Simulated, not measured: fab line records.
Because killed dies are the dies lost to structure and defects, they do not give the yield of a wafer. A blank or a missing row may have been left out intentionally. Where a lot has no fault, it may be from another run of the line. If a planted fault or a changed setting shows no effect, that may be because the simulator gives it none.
Which tool was responsible? || flow sky130 || 7 lots, 21 wafers sampled, at 2 steps of a route of 708

## WHAT THE GAUGES SHOWED, per wafer
SKY_METAL2_CD_MEAS_15 targets a cd of 140 nm.
{"lot": "L332", "measured": "day 36 16:28", "on": "cd sem-01", "cd nm (nm)": "141.1 141.2 143.2"}
{"lot": "L333", "measured": "day 37 03:25", "on": "cd sem-01", "cd nm (nm)": "138.6 140.5 139.6"}
{"lot": "L339", "measured": "day 38 09:15", "on": "cd sem-01", "cd nm (nm)": "142.4 144.2 143.0"}
{"lot": "L345", "measured": "day 40 06:48", "on": "cd sem-02", "cd nm (nm)": "138.8 138.4 138.6"}
{"lot": "L347", "measured": "day 40 16:21", "on": "cd sem-02", "cd nm (nm)": "139.0 138.3 138.2"}
{"lot": "L349", "measured": "day 41 10:04", "on": "cd sem-02", "cd nm (nm)": "140.6 139.9 140.4"}
{"lot": "L351", "measured": "day 41 16:46", "on": "cd sem-01", "cd nm (nm)": "137.9 139.6 139.6"}

## WHAT TOOL EACH LOT RAN ON (gives the tool, then ch and the chambers of the sampled wafers, and finally the start)
{"lot": "L332", "SKY_VIA1_SPUTTER_20": "pvd sputter-01, day 35 13:35"}
{"lot": "L333", "SKY_VIA1_SPUTTER_20": "pvd sputter-01, day 36 00:18"}
{"lot": "L339", "SKY_VIA1_SPUTTER_20": "pvd sputter-01, day 37 06:42"}
{"lot": "L345", "SKY_VIA1_SPUTTER_20": "pvd sputter-01, day 39 05:43"}
{"lot": "L347", "SKY_VIA1_SPUTTER_20": "pvd sputter-04, day 39 15:22"}
{"lot": "L349", "SKY_VIA1_SPUTTER_20": "pvd sputter-01, day 40 08:59"}
{"lot": "L351", "SKY_VIA1_SPUTTER_20": "pvd sputter-03, day 40 15:59"}
- SKY_VIA1_SPUTTER_20: material TiN, target thk 20 nm, time 80 s.

## THE ANSWER, worked out from the rows above alone
Rule: what is usual is taken from the lots themselves. The widest of any qualifying gaps counts: lots, ordered by their means at a reading, are off when they make up no more than a third of the lots, leave a main group of 4 or more, and stand apart from it by 3 or more times the standard deviation of that group's means. If all means in a main group match to the digits the tables above print for the reading, that group is not used. Also off: a lot with no number at a reading for which 4 or more lots have one. The other lots that the step has rows for count as sound.
Nothing can be told from this: no lot is off at any reading shown.

## WHAT THE SIMULATOR HAD INSERTED
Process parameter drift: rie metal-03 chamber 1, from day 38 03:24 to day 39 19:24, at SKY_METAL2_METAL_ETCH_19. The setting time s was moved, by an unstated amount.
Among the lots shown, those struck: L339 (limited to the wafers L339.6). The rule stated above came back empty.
